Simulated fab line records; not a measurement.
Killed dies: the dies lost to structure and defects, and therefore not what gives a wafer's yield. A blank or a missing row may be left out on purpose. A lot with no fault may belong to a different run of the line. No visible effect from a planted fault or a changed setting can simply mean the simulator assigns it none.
fab line records	flow sfq-line
[record] lots = 7	wafers = 21	last-day = 82
route steps=325 shown I6@280 M7@281
lots that met no fault: taken from a fault-free run of the same line
start-h: hours from the record's first day to the start of the lot's first wafer shown	wait-h: hours from the lot's prior step to this one	" identical to the entry in the row above	L1.1+2: a row that stands for several wafers	- no value, or no start given	* or withheld: withheld	< > ~ a bound
route shown NAME@n: names a module that has steps shown in the file, with the first one's number in the route	usual: average and standard deviation across the fault-free wafers	same: alike in all rows	chamber/n: place in a boat	sites: each site's reading	_std_site: standard deviation across them	_edge_site: outer sites' mean less inner sites'	radius-mm: for every site, how far away it sits from the centre of the wafer	mask NAME#n: copy n	behind: the last tool/chamber to shape the wafer	hold: reason for holding the lot/hours on hold/outcome of the hold	device: which transistor (n, p or np) failed to switch	end of line: the tests these same wafers got at the end of their route	for a step that has no rows: nothing shown but its recipe	killed: dies lost to structure and defects at the first sort, not the wafer's yield	map: a wafer's dies, marking killed ones x, the rest . and places with no die _
set.NAME: the run value of the setting; set.NAME@STEP: its run value at that earlier step	model.NAME: the simulator's own value behind a step, which no gauge read
lots at some steps of the route; a table a step, a row a wafer
services: the hour from which a tool's chamber was out of use, counted from the record's first day as start-h (under 0 if before that day), plus the number of hours and why
[[steps]]
[step SFQ_TRILAYER_I6_VIA_STRIP_SOLV_CLEAN_174]
[recipe] chemistry = NMP	temp-c = 70	time-s = 600
[step SFQ_TRILAYER_M7_DEP_PRE_CLEAN_176]
[recipe] gas = Ar	time-s = 22.5	bias-v = 250
[step SFQ_TRILAYER_M7_DEP_SPUTTER_175]
[recipe] material = Nb	base-pressure-pa = 1.33e-06	chamber-pressure-pa = 0.1333	substrate-temp-c = 20	target-thk-nm = 200	power-w = 2000	time-s = 133.3
[usual] throttle-valve-pct = 29.9/0.92
[same] time-s = 133.3
lot.wafer	tool	chamber	start-h	wait-h	throttle-valve-pct
L335.1	pvd-sputter-04	-	1612.23	0.0	30.7
L335.2	"	-	"	"	30.7
L335.5	"	-	"	"	30.8
L347.2	pvd-sputter-04	-	1866.48	0.0	30.8
L347.5	"	-	"	"	28.4
L347.6	"	-	"	"	30.6
L348.2	pvd-sputter-03	-	1870.08	0.0	29.9
L348.3	"	-	"	"	30.8
L348.5	"	-	"	"	28.8
L349.1	pvd-sputter-04	-	1872.48	0.0	30.8
L349.3	"	-	"	"	30.8
L349.5	"	-	"	"	30.8
L350.1	pvd-sputter-05	-	1873.68	0.0	30.3
L350.2	"	-	"	"	30.1
L350.5	"	-	"	"	29.6
L351.1	pvd-sputter-04	-	1877.28	0.0	28.3
L351.2	"	-	"	"	30.7
L351.4	"	-	"	"	30.7
L352.2	pvd-sputter-05	-	1883.28	0.0	30.5
L352.5	"	-	"	"	29.7
L352.6	"	-	"	"	30.1
[step SFQ_M7_RS_MEAS_943]
[recipe] thk-meas-gauge = four-point-probe	reads = Nb_of_TRILAYER_M7_DEP_SPUTTER_175
[usual] M7_NB_RS = 0.894/0.0075
lot.wafer	tool	chamber	start-h	wait-h	M7_NB_RS[ohm/sq]
L335.1	film-metro-03	-	1612.32	0.0	0.888
L335.2	"	-	"	"	0.880
L335.5	"	-	"	"	0.875
L347.2	film-metro-01	-	1866.60	0.1	0.885
L347.5	"	-	"	"	0.889
L347.6	"	-	"	"	0.878
L348.2	film-metro-01	-	1870.20	0.1	0.882
L348.3	"	-	"	"	0.893
L348.5	"	-	"	"	0.887
L349.1	film-metro-01	-	1872.58	0.0	0.889
L349.3	"	-	"	"	0.892
L349.5	"	-	"	"	0.893
L350.1	film-metro-02	-	1873.78	0.0	0.898
L350.2	"	-	"	"	0.895
L350.5	"	-	"	"	0.897
L351.1	film-metro-02	-	1877.38	0.0	0.895
L351.2	"	-	"	"	0.883
L351.4	"	-	"	"	0.903
L352.2	film-metro-03	-	1883.40	0.1	0.895
L352.5	"	-	"	"	0.895
L352.6	"	-	"	"	0.898
[step SFQ_TRILAYER_M7_LITHO_COAT_182]
[recipe] resist = BARC	spin-rpm = 3059	resist-thk-nm = 62
[step SFQ_TRILAYER_M7_LITHO_COAT_177]
[recipe] resist = KrF	spin-rpm = 3000	resist-thk-nm = 600
[step SFQ_TRILAYER_M7_LITHO_SOFTBAKE_181]
[recipe] temp-c = withheld	time-s = withheld	resist = KrF
[step SFQ_TRILAYER_M7_LITHO_EXPOSE_178]
[recipe] mask-id = M7	na = 0.6	source-shape = conventional	sigma-outer = 0.65	target-cd-nm = 500	dose-mj = 14.4
[step SFQ_TRILAYER_M7_LITHO_PEB_180]
[recipe] peb-temp-c = 115	peb-time-s = 60	resist = KrF
[step SFQ_TRILAYER_M7_LITHO_DEVELOP_179]
[recipe] time-s = 60	resist = KrF
[step SFQ_M7_OVL_MEAS_945]
[usual] M7_OVL = -1/6.6
lot.wafer	tool	chamber	start-h	wait-h	M7_OVL[nm]
L335.1	overlay-01	-	1614.75	0.1	-4
L335.2	"	-	"	"	-6
L335.5	"	-	"	"	-5
L347.2	overlay-01	-	1869.01	0.1	1
L347.5	"	-	"	"	-3
L347.6	"	-	"	"	5
L348.2	overlay-02	-	1872.61	0.1	-10
L348.3	"	-	"	"	-3
L348.5	"	-	"	"	-4
L349.1	overlay-02	-	1876.21	0.1	-5
L349.3	"	-	"	"	-2
L349.5	"	-	"	"	-2
L350.1	overlay-02	-	1877.41	0.1	-1
L350.2	"	-	"	"	-6
L350.5	"	-	"	"	-3
L351.1	overlay-02	-	1881.01	0.1	-7
L351.2	"	-	"	"	-10
L351.4	"	-	"	"	-7
L352.2	overlay-02	-	1886.26	0.1	4
L352.5	"	-	"	"	8
L352.6	"	-	"	"	3
[step SFQ_TRILAYER_M7_BARC_OPEN_METAL_ETCH_229]
[recipe] mask-material = PR	chemistry = O2	target-depth-nm = 125	target = BARC	icp-w = 600	bias-w = 80	pressure-mtorr = 10	time-s = 41.7
[usual] drypump-motor-current-A = 5.34/0.26	oes-product-au = 0.682/0.0044	rf-fwd-power-W = 594/3.3
[same] time-s = 41.7
lot.wafer	tool	chamber	start-h	wait-h	drypump-motor-current-A	oes-product-au	rf-fwd-power-W	rf-hours-counter-h	model.KrF_of_TRILAYER_M7_LITHO_COAT_177.thk-nm
L335.1	rie-metal-01	0	1614.79	0.0	5.21	0.684	597	126	520.5
L335.2	"	1	"	"	5.62	0.679	595	106	520.7
L335.5	"	1	"	"	5.62	0.678	594	-	522.4
L347.2	rie-metal-01	1	1869.04	0.0	5.62	0.685	596	5	520.8
L347.5	"	1	"	"	5.61	0.682	597	-	522.5
L347.6	"	0	"	"	5.21	0.669	594	-	521
L348.2	rie-metal-02	0	1872.64	0.0	5.29	0.679	589	9	522.7
L348.3	"	1	"	"	5.29	0.681	594	-	522.5
L348.5	"	0	"	"	5.27	0.682	586	-	520.1
L349.1	rie-metal-01	1	1876.24	0.0	5.61	0.677	690	6	514.4
L349.3	"	0	"	"	5.20	0.686	691	-	513.4
L349.5	"	1	"	"	5.61	0.684	690	-	513.6
L350.1	rie-metal-03	1	1877.44	0.0	5.75	0.688	597	119	524.7
L350.2	"	0	"	"	4.78	0.683	594	85	525.2
L350.5	"	1	"	"	5.73	0.677	597	-	525.1
L351.1	rie-metal-01	0	1881.04	0.0	5.19	0.679	690	21	514.7
L351.2	"	1	"	"	5.59	0.686	694	7	517.5
L351.4	"	0	"	"	5.20	0.681	690	-	516.2
L352.2	rie-metal-01	1	1886.29	0.0	5.63	0.686	694	8	513.8
L352.5	"	0	"	"	5.18	0.680	687	-	513.9
L352.6	"	1	"	"	5.61	0.683	691	-	513.3
[step SFQ_TRILAYER_M7_ETCH_METAL_ETCH_180]
[recipe] target = Nb	stop-on = SiO2	mask-material = PR	chemistry = Cl2/Ar	target-depth-nm = 240	icp-w = 600	bias-w = 80	pressure-mtorr = 10	time-s = 120
[usual] drypump-motor-current-A = 5.33/0.26	oes-product-au = 0.892/0.0066	rf-fwd-power-W = 596.9/2
[same] time-s = 120
lot.wafer	tool	chamber	start-h	wait-h	drypump-motor-current-A	oes-product-au	rf-fwd-power-W	rf-hours-counter-h	model.KrF_of_TRILAYER_M7_LITHO_COAT_177.thk-nm
L335.1	rie-metal-01	0	1614.85	0.0	5.19	0.899	598.1	126	378.9
L335.2	"	1	"	"	5.59	0.895	595.6	106	376.3
L335.5	"	1	"	"	5.61	0.907	595.4	-	377.6
L347.2	rie-metal-01	1	1869.10	0.0	5.61	0.898	596.2	5	379.2
L347.5	"	1	"	"	5.62	0.897	596.8	-	382.3
L347.6	"	0	"	"	5.20	0.894	596.7	-	379.8
L348.2	rie-metal-02	0	1872.70	0.0	5.27	0.899	593.2	9	382.1
L348.3	"	1	"	"	5.25	0.898	596.8	-	382.6
L348.5	"	0	"	"	5.29	0.897	595.8	-	381.3
L349.1	rie-metal-01	1	1876.30	0.0	5.60	0.892	600.9	6	372.7
L349.3	"	0	"	"	5.18	0.898	598.7	-	370.6
L349.5	"	1	"	"	5.64	0.895	597.7	-	371.2
L350.1	rie-metal-03	1	1877.50	0.0	5.76	0.884	599.9	119	381.1
L350.2	"	0	"	"	4.75	0.892	596.5	85	381.9
L350.5	"	1	"	"	5.71	0.894	598.1	-	381.4
L351.1	rie-metal-01	0	1881.10	0.0	5.18	0.897	596.4	21	374.1
L351.2	"	1	"	"	5.62	0.901	594.9	7	376.7
L351.4	"	0	"	"	5.20	0.888	596.7	-	375
L352.2	rie-metal-01	1	1886.34	0.0	5.63	0.893	594.9	8	369.9
L352.5	"	0	"	"	5.16	0.892	596.7	-	370.1
L352.6	"	1	"	"	5.64	0.889	596.9	-	372.1
[step SFQ_TRILAYER_M7_STRIP_STRIP_181]
[recipe] gas = O2	power-w = 200	platen-temp-c = 40	overash-fraction = 0.65	chemistry = O2	pressure-mtorr = 50
[usual] drypump-motor-current-A = 5.33/0.26	oes-product-au = 1.002/0.0075
lot.wafer	tool	chamber	start-h	wait-h	drypump-motor-current-A	oes-product-au	rf-hours-counter-h
L335.1	rie-metal-01	0	1614.98	0.1	5.21	1.006	126
L335.2	"	1	"	"	5.63	1.013	106
L335.5	"	1	"	"	5.64	1.014	-
L347.2	rie-metal-01	1	1869.23	0.1	5.61	1.001	5
L347.5	"	1	"	"	5.62	0.997	-
L347.6	"	0	"	"	5.23	1.002	-
L348.2	rie-metal-02	0	1872.83	0.1	5.29	0.997	9
L348.3	"	1	"	"	5.27	0.995	-
L348.5	"	0	"	"	5.28	0.987	-
L349.1	rie-metal-01	1	1876.43	0.1	5.62	1.006	6
L349.3	"	0	"	"	5.20	0.998	-
L349.5	"	1	"	"	5.62	0.994	-
L350.1	rie-metal-03	1	1877.63	0.1	5.74	1.010	119
L350.2	"	0	"	"	4.75	0.998	85
L350.5	"	1	"	"	5.76	0.999	-
L351.1	rie-metal-01	0	1881.23	0.1	5.20	1.010	21
L351.2	"	1	"	"	5.61	1.011	7
L351.4	"	0	"	"	5.18	1.002	-
L352.2	rie-metal-01	1	1886.47	0.1	5.63	0.991	8
L352.5	"	0	"	"	5.18	0.996	-
L352.6	"	1	"	"	5.62	0.992	-
[[services]]
tool	chamber	start-h	hours	kind
rie-metal-03	0	1597.24	9.7	repair
rie-metal-02	-	1635.51	0.7	repair
rie-metal-01	1	1636.51	52.3	repair
rie-metal-01	0	1693.46	-	clean
rie-metal-01	0	1693.46	-	consumable-replace:focus-ring
rie-metal-01	0	1693.46	19.3	scheduled-down
rie-metal-01	0	1693.46	19.3	vent-cycle
rie-metal-02	-	1706.04	2.8	pm
pvd-sputter-04	2	1708.42	-	consumable-replace:kit
pvd-sputter-04	2	1708.42	18.0	scheduled-down
pvd-sputter-04	2	1708.42	18.0	vent-cycle
pvd-sputter-03	-	1708.85	4.8	repair
pvd-sputter-04	-	1711.10	2.9	repair
pvd-sputter-05	-	1745.00	0.7	repair
pvd-sputter-04	-	1770.80	3.1	repair
rie-metal-02	0	1798.29	-	clean
rie-metal-01	1	1809.01	-	clean
rie-metal-01	1	1809.01	-	consumable-replace:focus-ring
rie-metal-01	1	1809.01	32.9	scheduled-down
rie-metal-01	1	1809.01	32.9	vent-cycle
pvd-sputter-05	-	1810.35	2.1	repair
pvd-sputter-04	-	1823.36	2.2	repair
rie-metal-03	-	1849.91	2.8	pm
pvd-sputter-03	-	1874.64	3.4	repair
[[key]]
[first-sign] step = SFQ_TRILAYER_M7_BARC_OPEN_METAL_ETCH_229	reading = rf-fwd-power-W	direction = up	sigmas = 30	usual = 594	struck = 691
effect none on later readings
[model-effect] step = SFQ_TRILAYER_M7_BARC_OPEN_METAL_ETCH_229	value = KrF_of_TRILAYER_M7_LITHO_COAT_177.thk-nm	without = 521.9	struck = 514.5
[model-effect] step = SFQ_TRILAYER_M7_ETCH_METAL_ETCH_180	value = KrF_of_TRILAYER_M7_LITHO_COAT_177.thk-nm	without = 379.8	struck = 372.5
met-at SFQ_TRILAYER_M7_BARC_OPEN_METAL_ETCH_229
struck-wafers L349.1,L349.3,L349.5,L351.1,L351.2,L351.4,L352.2,L352.5,L352.6
onset-between 1869.04 1876.24
[fault] kind = process-parameter-drift	tool = rie-metal-01	chamber = -	onset-h = 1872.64	steps = SFQ_TRILAYER_M7_BARC_OPEN_METAL_ETCH_229	channel = icp-w	offset = 96	shape = step	end-h = 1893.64	acts-in = these-recipes-only	stated = 600
